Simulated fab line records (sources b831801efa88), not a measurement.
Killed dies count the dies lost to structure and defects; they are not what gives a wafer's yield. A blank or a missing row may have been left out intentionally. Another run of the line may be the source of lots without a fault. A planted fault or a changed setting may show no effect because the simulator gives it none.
fab line records	flow sky130
record lots=7	wafers=21	lastDay=50
route steps=708 shown VT_ADJUST_NCORE@128 VT_ADJUST_HVTR@131 VT_ADJUST_PCH@143 PAD_OPEN@708
lots that met no fault: from a run of the same line without faults
startH: hours from the record's opening day to when the first of the lot's shown wafers began	waitH: hours from the lot's prior step to this one	" identical to the entry in the row above	L1.1+2: one row covering several wafers at once	- either no value or no given start	* or withheld: withheld	< > ~ a bound
route shown NAME@n: names a module that has steps shown in the file, with the first one's number in the route	usual: mean and standard deviation over wafers with no fault	same: alike in all rows	chamber/n: place in a boat	sites: readings site by site	_std_site: standard deviation of those values	_edge_site: inner sites' mean taken away from outer sites' mean	radiusMm: for every site, how far away it sits from the centre of the wafer	mask NAME#n: copy n	behind: tool/chamber where the wafer was last shaped	hold: reason for holding the lot/hours on hold/outcome of the hold	device: the n, p or np transistor that did not switch	end of line: tests run on the same wafers once the route is complete	for a step that has no rows: nothing shown but its recipe	killed: not the wafer's yield, but the dies lost to structure and defects at the first sort	map: shows each die of a wafer: x if killed, . if not, _ if none is there
set.NAME: the run value of the setting; set.NAME@STEP: its run value at that earlier step	model.NAME: the simulator's own value behind a step, which no gauge read
a table for each step, a row for each wafer; lots at some steps of the route
services: the hour from which a tool's chamber was out of use, counted from the record's first day as startH (under 0 if before that day), plus the number of hours and why
## steps
# step SKY_VT_ADJUST_NCORE_IMPLANT_09
# recipe species=B	energyKev=10	doseCm2=2.4e+12	tiltDeg=withheld
# step SKY_VT_ADJUST_NCORE_STRIP_10
# recipe chemistry=O2/N2	powerW=1400	pressureMtorr=1500	platenTempC=withheld	o2FlowSccm=3000	n2FlowSccm=300	overashFraction=0.5
# usual drypumpMotorCurrentA=5.7/0.39	n2FlowSccm=300.1/0.94	oesProductAu=0.716/0.0045	stripTimeToEndpointS=14.18/0.039
lot.wafer	tool	chamber	startH	waitH	drypumpMotorCurrentA	n2FlowSccm	oesProductAu	rfHoursCounterH	stripTimeToEndpointS
L593.3	plasmaAsher-02	1	210.16	0.1	5.8	299.3	0.710	-	14.10
L593.4	"	0	"	"	5.7	300.6	0.722	-	14.14
L593.6	"	1	"	"	5.8	297.9	0.720	-	14.16
L596.2	plasmaAsher-04	1	230.51	0.1	6.3	299.0	0.719	54	14.12
L596.3	"	0	"	"	5.8	298.4	0.715	-	14.19
L596.4	"	1	"	"	6.3	300.3	0.714	-	14.20
L597.2	plasmaAsher-02	0	232.27	0.1	5.7	303.1	0.708	40	14.18
L597.5	"	0	"	"	5.7	300.6	0.724	-	14.13
L597.6	"	1	"	"	5.8	301.1	0.717	-	14.15
L599.1	plasmaAsher-02	0	255.53	0.1	5.7	299.2	0.719	42	14.14
L599.2	"	1	"	"	5.8	299.7	0.715	42	14.15
L599.3	"	0	"	"	5.7	299.2	0.720	-	14.13
L600.1	plasmaAsher-02	0	266.93	0.1	5.7	300.4	0.722	43	14.19
L600.2	"	1	"	"	5.8	302.2	0.714	43	14.22
L600.6	"	1	"	"	5.8	299.2	0.715	-	14.24
L605.2	plasmaAsher-02	1	303.52	0.1	5.8	301.2	0.723	47	14.12
L605.5	"	0	"	"	5.7	300.6	0.715	-	14.15
L605.6	"	1	"	"	5.8	299.7	0.714	-	14.11
L611.3	plasmaAsher-04	0	350.95	0.1	5.9	301.9	0.709	-	14.22
L611.5	"	0	"	"	5.9	301.4	0.717	-	14.22
L611.6	"	1	"	"	6.3	299.9	0.722	-	14.21
# step SKY_VT_ADJUST_NCORE_TW_MEAS_11
# usual VT_ADJUST_NCORE_TW=218.3/2
lot.wafer	tool	chamber	startH	waitH	VT_ADJUST_NCORE_TW
L593.3	filmMetro-03	-	210.25	0.1	218.3
L593.4	"	-	"	"	218.3
L593.6	"	-	"	"	217.7
L596.2	filmMetro-01	-	230.62	0.1	221.1
L596.3	"	-	"	"	221.3
L596.4	"	-	"	"	221.1
L597.2	filmMetro-04	-	232.38	0.1	215.6
L597.5	"	-	"	"	216.3
L597.6	"	-	"	"	214.7
L599.1	filmMetro-04	-	255.63	0.1	216.6
L599.2	"	-	"	"	216.9
L599.3	"	-	"	"	217.0
L600.1	filmMetro-04	-	267.03	0.1	217.0
L600.2	"	-	"	"	217.2
L600.6	"	-	"	"	218.3
L605.2	filmMetro-03	-	303.63	0.1	218.5
L605.5	"	-	"	"	218.5
L605.6	"	-	"	"	217.2
L611.3	filmMetro-01	-	351.03	0.1	218.5
L611.5	"	-	"	"	218.5
L611.6	"	-	"	"	219.3
# step SKY_VT_ADJUST_HVTR_DEHYDRATE_00
# recipe tempC=200	timeS=60
# step SKY_VT_ADJUST_HVTR_HMDS_01
# recipe primeTimeS=60	primeTempC=120
# step SKY_VT_ADJUST_HVTR_COAT_02
# recipe resist=NOVOLAK	spinRpm=3000	resistThkNm=1140
# step SKY_VT_ADJUST_HVTR_SOFTBAKE_03
# recipe tempC=90	timeS=60	resist=NOVOLAK
# step SKY_VT_ADJUST_HVTR_EXPOSE_04
# recipe maskId=HVTRM	targetCdNm=380	na=0.6	sourceShape=conventional	sigmaOuter=0.6	doseMj=150
# step SKY_VT_ADJUST_HVTR_PEB_05
# recipe tempC=withheld	timeS=*	resist=NOVOLAK
# step SKY_VT_ADJUST_HVTR_DEVELOP_06
# recipe developTimeS=60	devTempC=23
# step SKY_VT_ADJUST_HVTR_CD_MEAS_07
# recipe targetCdNm=380
# usual cdNm=380.4/2
lot.wafer	tool	chamber	startH	waitH	cdNm
L593.3	cdSem-01	-	232.67	0.1	379.8
L593.4	"	-	"	"	383.0
L593.6	"	-	"	"	381.3
L596.2	cdSem-02	-	254.59	0.1	378.0
L596.3	"	-	"	"	376.8
L596.4	"	-	"	"	377.6
L597.2	cdSem-01	-	255.54	0.1	380.9
L597.5	"	-	"	"	377.8
L597.6	"	-	"	"	379.4
L599.1	cdSem-01	-	279.97	0.1	378.7
L599.2	"	-	"	"	382.5
L599.3	"	-	"	"	381.9
L600.1	cdSem-02	-	292.13	0.1	383.1
L600.2	"	-	"	"	382.5
L600.6	"	-	"	"	382.3
L605.2	cdSem-02	-	330.13	0.1	382.4
L605.5	"	-	"	"	379.7
L605.6	"	-	"	"	380.2
L611.3	cdSem-02	-	379.10	0.1	381.1
L611.5	"	-	"	"	380.3
L611.6	"	-	"	"	380.5
# step SKY_VT_ADJUST_HVTR_OVL_MEAS_08
# usual VT_ADJUST_HVTR_OVL=-0.7/1.3
lot.wafer	tool	chamber	startH	waitH	VT_ADJUST_HVTR_OVL[nm]
L593.3	overlay-01	-	232.77	0.1	-0.3
L593.4	"	-	"	"	1.4
L593.6	"	-	"	"	1.4
L596.2	overlay-01	-	254.70	0.1	0.5
L596.3	"	-	"	"	1.1
L596.4	"	-	"	"	0.5
L597.2	overlay-01	-	255.65	0.1	0.0
L597.5	"	-	"	"	-0.4
L597.6	"	-	"	"	-1.8
L599.1	overlay-02	-	280.09	0.1	-0.2
L599.2	"	-	"	"	-1.0
L599.3	"	-	"	"	-1.3
L600.1	overlay-01	-	292.25	0.1	-0.8
L600.2	"	-	"	"	-0.5
L600.6	"	-	"	"	-1.4
L605.2	overlay-01	-	330.23	0.1	-2.4
L605.5	"	-	"	"	-0.4
L605.6	"	-	"	"	-2.8
L611.3	overlay-01	-	379.19	0.1	1.8
L611.5	"	-	"	"	-0.9
L611.6	"	-	"	"	0.5
# step SKY_VT_ADJUST_HVTR_IMPLANT_09
# recipe species=B	energyKev=10	doseCm2=2.1e+12	tiltDeg=withheld
# usual doseIonsCm2=2.1001e+12/2.4e+09	faradayCurrentUA=11.85/0.23
lot.wafer	tool	chamber	startH	waitH	doseIonsCm2	faradayCurrentUA
L593.3	implanter-03	0	232.89	0.1	2.0968e+12	11.60
L593.4	"	0	"	"	2.1008e+12	11.70
L593.6	"	0	"	"	2.1017e+12	11.96
L596.2	implanter-04	0	254.75	0.0	2.1005e+12	11.88
L596.3	"	0	"	"	2.0962e+12	11.98
L596.4	"	0	"	"	2.0993e+12	11.74
L597.2	implanter-04	0	255.70	0.0	9.367e+11	5.29
L597.5	"	0	"	"	9.347e+11	5.36
L597.6	"	0	"	"	9.338e+11	5.34
L599.1	implanter-04	0	280.13	0.0	9.37e+11	5.39
L599.2	"	0	"	"	9.369e+11	5.29
L599.3	"	0	"	"	9.339e+11	5.35
L600.1	implanter-04	0	292.29	0.0	9.372e+11	5.15
L600.2	"	0	"	"	9.353e+11	5.34
L600.6	"	0	"	"	9.359e+11	5.45
L605.2	implanter-03	0	330.29	0.0	2.1008e+12	11.79
L605.5	"	0	"	"	2.1e+12	11.64
L605.6	"	0	"	"	2.1004e+12	12.18
L611.3	implanter-03	0	379.26	0.1	2.0979e+12	11.58
L611.5	"	0	"	"	2.0999e+12	12.17
L611.6	"	0	"	"	2.0975e+12	12.08
# step SKY_VT_ADJUST_HVTR_STRIP_10
# recipe chemistry=O2/N2	powerW=1400	pressureMtorr=1500	platenTempC=withheld	o2FlowSccm=3000	n2FlowSccm=300	overashFraction=0.5
# usual drypumpMotorCurrentA=5.7/0.35	n2FlowSccm=300.0/0.84	oesProductAu=0.716/0.0048	stripTimeToEndpointS=14.18/0.04
lot.wafer	tool	chamber	startH	waitH	drypumpMotorCurrentA	n2FlowSccm	oesProductAu	rfHoursCounterH	stripTimeToEndpointS
L593.3	plasmaAsher-02	1	233.12	0.2	5.8	301.0	0.715	-	14.16
L593.4	"	0	"	"	5.7	301.0	0.714	-	14.09
L593.6	"	1	"	"	5.8	299.9	0.713	-	14.14
L596.2	plasmaAsher-02	1	254.88	0.1	5.8	299.9	0.720	42	14.19
L596.3	"	1	"	"	5.8	300.2	0.717	-	14.21
L596.4	"	0	"	"	5.7	302.3	0.720	-	14.14
L597.2	plasmaAsher-01	1	255.83	0.1	5.4	298.3	0.710	57	14.29
L597.5	"	1	"	"	5.4	299.8	0.717	-	14.27
L597.6	"	0	"	"	5.1	299.1	0.711	-	14.27
L599.1	plasmaAsher-04	1	280.28	0.1	6.3	299.7	0.712	59	14.11
L599.2	"	0	"	"	5.9	301.1	0.707	59	14.13
L599.3	"	0	"	"	5.9	300.0	0.720	-	14.14
L600.1	plasmaAsher-02	0	292.44	0.1	5.7	300.3	0.717	46	14.17
L600.2	"	1	"	"	5.8	301.1	0.712	46	14.15
L600.6	"	1	"	"	5.8	301.4	0.713	-	14.16
L605.2	plasmaAsher-04	0	330.41	0.1	5.8	299.9	0.718	65	14.16
L605.5	"	1	"	"	6.3	298.0	0.715	-	14.12
L605.6	"	0	"	"	5.8	300.1	0.714	-	14.13
L611.3	plasmaAsher-02	1	379.40	0.1	5.8	300.5	0.712	-	14.21
L611.5	"	1	"	"	5.8	299.8	0.712	-	14.22
L611.6	"	0	"	"	5.7	299.8	0.713	-	14.19
# step SKY_VT_ADJUST_HVTR_TW_MEAS_11
# usual VT_ADJUST_HVTR_TW=211.6/1.1
lot.wafer	tool	chamber	startH	waitH	VT_ADJUST_HVTR_TW
L593.3	filmMetro-02	-	233.21	0.1	214.1
L593.4	"	-	"	"	214.4
L593.6	"	-	"	"	213.4
L596.2	filmMetro-02	-	254.99	0.1	212.1
L596.3	"	-	"	"	211.9
L596.4	"	-	"	"	210.5
L597.2	filmMetro-01	-	255.94	0.1	168.9
L597.5	"	-	"	"	170.0
L597.6	"	-	"	"	169.4
L599.1	filmMetro-01	-	280.38	0.1	170.4
L599.2	"	-	"	"	169.3
L599.3	"	-	"	"	170.2
L600.1	filmMetro-02	-	292.54	0.1	170.5
L600.2	"	-	"	"	169.5
L600.6	"	-	"	"	169.6
L605.2	filmMetro-03	-	330.52	0.1	210.8
L605.5	"	-	"	"	210.4
L605.6	"	-	"	"	209.9
L611.3	filmMetro-02	-	379.48	0.1	211.9
L611.5	"	-	"	"	212.1
L611.6	"	-	"	"	212.0
# step SKY_VT_ADJUST_PCH_DEHYDRATE_00
# recipe tempC=200	timeS=60
# step SKY_PAD_OPEN_PROBE_99
# usual killed_at_M0_to_M3=44/6.5	killed_at_M4_up=3.3/1.7	killedAtContacts=25/5.3	killedAtFrontEnd=15/5	killedAtOther=0.2/0.47	killedDies=87/9.9	killedOpen=47/8	killedShort=39/6.1
# same grossDies=492	killedAtBackSide=0
lot.wafer	tool	chamber	startH	waitH	killed_at_M0_to_M3	killed_at_M4_up	killedAtContacts	killedAtFrontEnd	killedAtOther	killedDies	killedOpen	killedShort	model.etest.pfet_01v8_mvt.driveUaUm	model.etest.pfet_01v8_mvt.offLog10AUm	model.etest.pfet_01v8_mvt.vtSatV	model.etest.pfet_01v8_mvt.vtV	model.etest.pfet_01v8_mvt.vtLongV
L593.3	prober-01	-	1105.05	0.2	51	1	22	17	1	92	46	46	150.7	-10.54	-0.5705	-0.6548	-0.856
L593.4	prober-01	-	1105.10	0.2	35	4	31	12	0	82	54	28	153.9	-10.58	-0.568	-0.6553	-0.8584
L593.6	prober-01	-	1105.20	0.2	41	4	33	14	0	92	51	41	151.6	-10.72	-0.5689	-0.655	-0.8512
L596.3	prober-02	-	1116.51	0.2	52	6	37	18	0	113	73	40	149	-10.91	-0.5857	-0.6704	-0.8776
L596.4	prober-02	-	1116.56	0.2	57	5	32	18	0	112	51	61	147.8	-10.9	-0.5893	-0.6723	-0.876
L597.2	prober-01	-	1123.43	0.1	46	3	26	20	0	95	52	43	133.2	-12.28	-0.6909	-0.7623	-0.9654
L597.5	prober-01	-	1123.58	0.2	45	4	26	13	0	88	47	41	136.5	-12.19	-0.6873	-0.7574	-0.9619
L597.6	prober-01	-	1123.63	0.2	43	2	19	13	0	77	48	29	131.9	-12.19	-0.7006	-0.7703	-0.9653
L599.1	prober-01	-	1135.24	0.1	50	3	38	9	0	100	57	43	130.5	-12.57	-0.7239	-0.7834	-0.9813
L599.2	prober-01	-	1135.29	0.1	47	2	20	17	0	86	46	40	127.2	-12.72	-0.725	-0.7845	-0.9824
L599.3	prober-01	-	1135.34	0.2	64	5	20	8	0	97	44	53	128.5	-12.68	-0.7245	-0.7836	-0.9809
L600.1	prober-02	-	1147.82	0.1	59	4	25	15	0	103	53	50	129.5	-12.5	-0.7188	-0.781	-0.9814
L600.2	prober-02	-	1147.87	0.1	38	2	31	19	0	90	45	45	127	-12.38	-0.7316	-0.7898	-0.9881
L600.6	prober-02	-	1148.07	0.2	41	2	18	11	0	72	40	32	131.2	-12.54	-0.7277	-0.7914	-0.986
L605.2	prober-02	-	1173.70	0.1	41	4	16	15	0	76	42	34	152.6	-10.18	-0.5368	-0.6219	-0.821
L605.5	prober-02	-	1173.85	0.2	43	6	21	23	0	93	52	41	157.7	-10.04	-0.5211	-0.6107	-0.8198
L605.6	prober-02	-	1173.90	0.2	43	3	21	4	2	73	45	28	154.2	-10.29	-0.5406	-0.6267	-0.8334
# killed by level:class
L593.3 CONTACT:geometricParticle:open=9 VIA2:geometricParticle:open=9 METAL2:geometricParticle:short=8 VIA1:geometricParticle:open=8 FIELD_ISO:geometricParticle:short=7 LI_CONTACT:geometricParticle:open=7 VIA1:geometricParticle:short=6 LI_CONTACT:geometricParticle:short=5
L593.4 CONTACT:geometricParticle:open=16 LI_CONTACT:geometricParticle:open=9 VIA3:geometricParticle:open=6 VIA1:geometricParticle:open=5 METAL2:geometricParticle:short=5 VIA2:geometricParticle:open=5 CONTACT:geometricParticle:short=4 FIELD_ISO:geometricParticle:short=3
L593.6 CONTACT:geometricParticle:open=14 VIA1:geometricParticle:open=11 LI_CONTACT:geometricParticle:open=7 CONTACT:geometricParticle:short=6 METAL2:geometricParticle:short=5 VIA2:geometricParticle:open=5 FIELD_ISO:geometricParticle:short=4 LOCAL_INTERCONNECT:geometricParticle:short=4
L596.3 CONTACT:geometricParticle:open=16 VIA1:geometricParticle:open=12 LI_CONTACT:geometricParticle:open=11 VIA3:geometricParticle:open=9 VIA1:geometricParticle:short=8 METAL1:geometricParticle:short=8 CONTACT:geometricParticle:short=5 VIA2:geometricParticle:open=5
L596.4 CONTACT:geometricParticle:open=10 CONTACT:geometricParticle:short=9 VIA1:geometricParticle:short=9 VIA1:geometricParticle:open=8 VIA3:geometricParticle:short=8 LI_CONTACT:geometricParticle:open=7 VIA2:geometricParticle:open=7 FIELD_ISO:geometricParticle:open=6
L597.2 CONTACT:geometricParticle:short=9 VIA1:geometricParticle:open=9 POLY_GATE:geometricParticle:open=8 CONTACT:geometricParticle:open=8 VIA3:geometricParticle:open=7 METAL1:geometricParticle:short=7 METAL2:geometricParticle:short=7 LI_CONTACT:geometricParticle:open=6
L597.5 METAL1:geometricParticle:short=11 CONTACT:geometricParticle:open=11 VIA1:geometricParticle:open=6 VIA2:geometricParticle:open=6 LI_CONTACT:geometricParticle:open=5 VIA3:geometricParticle:open=5 VIA2:geometricParticle:short=4 POLY_GATE:geometricParticle:short=3
L597.6 VIA2:geometricParticle:open=10 VIA1:geometricParticle:open=9 VIA3:geometricParticle:open=8 CONTACT:geometricParticle:open=7 LI_CONTACT:geometricParticle:open=6 METAL1:geometricParticle:short=5 METAL2:geometricParticle:short=4 FIELD_ISO:geometricParticle:open=3
L599.1 LI_CONTACT:geometricParticle:open=18 CONTACT:geometricParticle:open=10 VIA1:geometricParticle:open=8 METAL2:geometricParticle:short=7 VIA2:geometricParticle:open=7 VIA3:geometricParticle:open=7 METAL1:geometricParticle:short=6 VIA2:geometricParticle:short=5
L599.2 VIA1:geometricParticle:open=10 VIA2:geometricParticle:open=8 POLY_GATE:geometricParticle:open=6 METAL1:geometricParticle:short=6 LI_CONTACT:geometricParticle:open=6 VIA2:geometricParticle:short=6 POLY_GATE:geometricParticle:short=5 VIA1:geometricParticle:short=5
L599.3 METAL2:geometricParticle:short=14 METAL1:geometricParticle:short=8 VIA1:geometricParticle:open=8 VIA3:geometricParticle:open=8 VIA2:geometricParticle:open=8 LI_CONTACT:geometricParticle:open=7 LI_CONTACT:geometricParticle:short=7 VIA1:geometricParticle:short=5
L600.1 LI_CONTACT:geometricParticle:open=10 VIA3:geometricParticle:open=8 METAL2:geometricParticle:short=7 CONTACT:geometricParticle:open=7 VIA1:geometricParticle:open=7 VIA2:geometricParticle:short=6 METAL1:geometricParticle:short=5 VIA1:geometricParticle:short=5
L600.2 VIA1:geometricParticle:open=12 LI_CONTACT:geometricParticle:open=9 FIELD_ISO:geometricParticle:short=6 LI_CONTACT:geometricParticle:short=6 CONTACT:geometricParticle:open=6 VIA2:geometricParticle:open=6 CONTACT:geometricParticle:short=5 POLY_GATE:geometricParticle:short=4
L600.6 CONTACT:geometricParticle:open=8 VIA1:geometricParticle:open=8 VIA2:geometricParticle:open=6 CONTACT:geometricParticle:short=5 METAL2:geometricParticle:short=5 VIA3:geometricParticle:open=5 POLY_GATE:geometricParticle:short=4 FIELD_ISO:geometricParticle:open=3
L605.2 VIA1:geometricParticle:open=12 METAL1:geometricParticle:short=9 FIELD_ISO:geometricParticle:open=7 VIA2:geometricParticle:open=7 CONTACT:geometricParticle:open=5 FIELD_ISO:geometricParticle:short=3 LI_CONTACT:geometricParticle:open=3 LOCAL_INTERCONNECT:geometricParticle:short=3
L605.5 CONTACT:geometricParticle:open=11 VIA1:geometricParticle:open=9 VIA3:geometricParticle:open=7 FIELD_ISO:geometricParticle:open=6 POLY_GATE:geometricParticle:short=6 METAL2:geometricParticle:short=6 FIELD_ISO:geometricParticle:short=5 POLY_GATE:geometricParticle:open=4
L605.6 VIA1:geometricParticle:open=10 VIA2:geometricParticle:open=8 CONTACT:geometricParticle:open=7 VIA3:geometricParticle:open=5 LI_CONTACT:geometricParticle:open=5 LOCAL_INTERCONNECT:geometricParticle:short=5 METAL1:geometricParticle:open=4 METAL1:geometricParticle:short=4
## services
tool	chamber	startH	hours	kind
implanter-04	-	248.12	0.5	repair
implanter-03	-	262.80	6.1	pm
implanter-03	-	270.13	1.3	repair
plasmaAsher-02	-	277.14	3.4	repair
implanter-04	-	289.56	0.9	repair
plasmaAsher-01	-	296.90	3.4	repair
plasmaAsher-02	-	307.31	1.4	repair
implanter-03	-	312.48	1.0	repair
implanter-03	-	354.64	1.7	repair
implanter-04	-	360.74	4.1	repair
implanter-03	-	364.46	1.1	repair
## key
firstSign step=SKY_VT_ADJUST_HVTR_IMPLANT_09	reading=doseIonsCm2	direction=down	sigmas=99+	usual=*	struck=*
effect step=SKY_VT_ADJUST_HVTR_IMPLANT_09	reading=faradayCurrentUA	direction=down	sigmas=28	usual=11.85	struck=5.33
effect step=SKY_VT_ADJUST_HVTR_TW_MEAS_11	reading=VT_ADJUST_HVTR_TW	direction=down	sigmas=38	usual=211.6	struck=169.8
modelEffect step=SKY_PAD_OPEN_PROBE_99	value=etest.pfet_01v8_mvt.driveUaUm	without=151.9	struck=130.6
metAt SKY_VT_ADJUST_HVTR_IMPLANT_09
struckWafers L597.2,L597.5,L597.6,L599.1,L599.2,L599.3,L600.1,L600.2,L600.6
testerLeftOut L597,L599,L600
onsetBetween 254.75 255.70
fault kind=processParameterDrift	tool=implanter-04	chamber=-	onsetH=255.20	steps=SKY_VT_ADJUST_HVTR_IMPLANT_09	channel=doseCm2	offset=*	shape=step	endH=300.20	actsIn=*	stated=*
# testerLeftOut: of these lots the tester's yield and bins aren't shown, on N5 and GAA mostly nor the transistor test; their killed dies are dies lost to structure and defects alone, not to doping, threshold or leakage, so they don't give the yield
